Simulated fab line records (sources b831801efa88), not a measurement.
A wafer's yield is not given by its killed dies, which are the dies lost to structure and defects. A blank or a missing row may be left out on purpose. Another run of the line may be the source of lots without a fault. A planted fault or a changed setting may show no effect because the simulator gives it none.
One fault through the eyes of 2 desks | flow gf180mcu | each desk has only its own numbers; what lay behind them comes last

FROM THE METROLOGY DESK
What the gauges read, lot by lot, whatever tool the lot ran on: means of the sampled wafers that have a number. The brackets show how far a lot's mean lies from the usual mean; more than 4 standard deviations puts the lot out of limits, marked OUT.
Columns: A = LVPWELL_OVL at GF_LVPWELL_OVL_MEAS_07, usual -0.1 nm; B = VT_IMPLANT_OVL at GF_VT_IMPLANT_OVL_MEAS_07, usual -0.2 nm; C = VT_IMPLANT_TW at GF_VT_IMPLANT_TW_MEAS_10, usual 559
lot  | first seen here | A    | B              | C
L316 | day 4 02:50     | -0.6 | 0.3            | 556
L317 | day 4 07:52     | -1.0 | -0.0           | 563
L318 | day 4 13:52     | -1.2 | -1.5           | 554
L320 | day 4 22:52     | -0.0 | 0.3            | 558
L321 | day 5 05:10     | -1.3 | 0.4            | 555
L322 | day 5 11:04     | 1.0  | -0.1           | 557
L323 | day 5 19:53     | -3.1 | -1.3           | 557
L324 | day 6 04:38     | -0.7 | -2.7           | 557
L326 | day 6 13:14     | 2.0  | -0.4           | 554
L331 | day 7 17:34     | 1.4  | 83.2 (+56) OUT | -
L332 | day 8 00:19     | 1.3  | 82.9 (+55) OUT | -
L337 | day 9 02:04     | 1.3  | -1.7           | 562
L338 | day 9 05:43     | -0.6 | 0.0            | 558
This desk's finding: out of limits on L331, L332; first on L331, day 9 21:49 (VT_IMPLANT_OVL at GF_VT_IMPLANT_OVL_MEAS_07). In limits: L316, L317, L318, L320, L321, L322, L323, L324, L326, L337, L338.

TOOL OWNER'S DESK, iline stepper-01
The tool's own readings at GF_VT_IMPLANT_EXPOSE_04 (exposes mask LVPWELL LV AREA, target cd 600 nm): means of the sampled wafers that have a number, for each lot that ran on this tool. The brackets show how far a lot's mean lies from the usual mean; more than 4 standard deviations puts the lot out of limits, marked OUT.
Columns: A = reticle temp C at GF_VT_IMPLANT_EXPOSE_04, usual 23.03 C
lot  | first seen here | A
L317 | day 5 19:20     | 23.02
L320 | day 6 12:38     | 22.98
L323 | day 7 09:53     | 23.01
L326 | day 8 05:41     | 23.02
L331 | day 9 13:24     | 22.92
L332 | day 9 19:05     | 22.97
Result from this desk: across the 6 lots, nothing is out of limits.

BROUGHT TOGETHER
At day 9 21:49 the metrology desk could have sounded an alarm, on L331, L332.
Nothing out of limits was seen by the tool owner's desk.
Tool owner's desk: L331, L332 on record, inside its limits.
The lots listed all ran GF_VT_IMPLANT_EXPOSE_04 on iline stepper-01.

WHAT THE SIMULATOR HAD INSERTED
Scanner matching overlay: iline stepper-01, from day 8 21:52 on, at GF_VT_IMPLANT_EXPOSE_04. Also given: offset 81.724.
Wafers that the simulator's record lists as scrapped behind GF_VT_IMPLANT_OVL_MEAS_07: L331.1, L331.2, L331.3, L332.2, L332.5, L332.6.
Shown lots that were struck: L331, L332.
Per desk, hours elapsed from the start of the fault to the first reading out of limits: for the metrology desk, 24.
